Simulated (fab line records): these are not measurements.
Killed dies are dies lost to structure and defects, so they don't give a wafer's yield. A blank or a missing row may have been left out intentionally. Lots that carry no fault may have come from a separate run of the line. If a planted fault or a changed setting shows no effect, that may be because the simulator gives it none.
A struck lot beside a sound one	flow sky130	18 out of 708 route steps
Sound: the wafers L324.4, L324.5, L324.6. The struck wafers were L330.2, L330.3, L330.6. The cause is given at the end.
Order at every step that has rows: each side's tool, ch and its chambers, its first start. Under that, the readings that differ: sound wafers	struck wafers	difference of the means	sigmas: that difference in standard deviations of wafers without a fault.
alike: a reading whose means differ by less than 2 such deviations, as well as words and numbers matching on both sides. not compared: withheld readings; readings where some wafer has no value; bounds like >300 that might hide an equal value; numbers whose values overlap and for which the record gives no deviation.
Wherever a step has rows on one side only, a row that says differs or no value, or a row with sigmas, the two part there. Numbers that have no deviation but don't overlap get no sigmas and don't part them. A reading missing from all wafers of one side parts the sides only when that side holds two or more wafers.

SKY_VIA1_ETCH_15: etches SiO2 in C4F8/O2/Ar, stops on TiN, target depth 351 nm, time 54 s.
  sound on rieDiel-02 ch 0,3, day 38 22:51; struck on rieDiel-01 ch 0,1,3, day 39 20:24
  alike: oesProductAu
  not compared: rfHoursCounterH
then, 4 steps without rows for these wafers: SKY_VIA1_STRIP_16 (strips in O2/N2); SKY_VIA1_STRIP_17 (strips in post etch residue remover, time 1200 s); SKY_VIA1_CLEAN_18 (cleans in IPA, time 180 s); SKY_VIA1_CLEAN_19 (cleans in O3/DIW).
SKY_VIA1_SPUTTER_20: material TiN, target thk 20 nm, time 80 s.
  sound on pvdSputter-03, day 38 23:29; struck on pvdSputter-04, day 39 21:02
  alike: cathodeDcPowerW, chamberPressurePa, throttleValvePct
then, 1 step without rows for these wafers: SKY_VIA1_CVD_21 (deposits W, target thk 270 nm, time 80.902 s).
SKY_VIA1_RS_MEAS_22: the measuring method here is four-point-probe.
  sound on filmMetro-02, day 38 23:42; struck on filmMetro-03, day 39 21:13
reading	sound	struck	difference	sigmas
VIA1_W_RS (ohm/sq)	0.441 0.439 0.435	0.424 0.426 0.421	-0.015	-3
SKY_VIA1_THK_MEAS_23: measures by xrf.
  sound on filmMetro-02, day 38 23:47; struck on filmMetro-03, day 39 21:19
reading	sound	struck	difference	sigmas
VIA1_W_THK (nm)	265 265 270	275 275 278	+9	+2
SKY_VIA1_CMP_24: polishes, stops on SiO2, t overpolish 15 s, target thk 0 nm.
  sound on cmp-02 ch 2,3, day 38 23:49; struck on cmp-01 ch 1,2,3, day 39 21:28
reading	sound	struck	difference	sigmas
timeToEndpointS (s)	58.3 61.0 60.7	70.5 66.4 64.1	+7.0	+2
  alike: headPressurePsi, motorCurrentA, overpolishRunS
SKY_METAL2_SPUTTER_00: material Ti, target thk 15 nm, time 10 s.
  sound on pvdSputter-02, day 39 00:07; struck on pvdSputter-04, day 39 21:40
  alike: cathodeDcPowerW, chamberPressurePa, throttleValvePct
then, 1 step without rows for these wafers: SKY_METAL2_SPUTTER_01 (material TiN, target thk 20 nm, time 16.7 s).
SKY_METAL2_SPUTTER_02: material AlCu, target thk 250 nm, time 13.3 s.
  sound on pvdSputter-02, day 39 00:10; struck on pvdSputter-04, day 39 21:43
  no value came back on the struck wafers for cathodeDcPowerW (W), chamberPressurePa (Pa), throttleValvePct (%); on the sound wafers cathodeDcPowerW (W) reads 10598 10596 10602
then, 1 step without rows for these wafers: SKY_METAL2_SPUTTER_03 (material Ti, target thk 5 nm, time 3.3 s).
SKY_METAL2_SPUTTER_04: material TiN, target thk 70 nm, time 58.3 s.
  sound on pvdSputter-02, day 39 00:13; struck on pvdSputter-04, day 39 21:46
  alike: cathodeDcPowerW, chamberPressurePa, throttleValvePct
SKY_METAL2_RS_MEAS_05: the measuring method here is four-point-probe.
  sound on filmMetro-04, day 39 00:19; struck on filmMetro-02, day 39 21:50
reading	sound	struck	difference	sigmas
METAL2_ALCU_RS (ohm/sq)	0.1263 0.1264 0.1243	8.6953 8.7131 8.6949	+8.5754	+99 or more
SKY_METAL2_THK_MEAS_06: measures by xrf.
  sound on filmMetro-04, day 39 00:25; struck on filmMetro-02, day 39 21:56
reading	sound	struck	difference	sigmas
METAL2_ALCU_THK (nm)	251.1 250.6 255.8	<0.3 <0.3 <0.3	differs	
then, 1 step without rows for these wafers: SKY_METAL2_DEHYDRATE_07 (time 60 s).

== WHERE THEY PART ==
First at SKY_VIA1_RS_MEAS_22; last, within this record, at SKY_METAL2_THK_MEAS_06.

WHY: what had been put in by the simulator
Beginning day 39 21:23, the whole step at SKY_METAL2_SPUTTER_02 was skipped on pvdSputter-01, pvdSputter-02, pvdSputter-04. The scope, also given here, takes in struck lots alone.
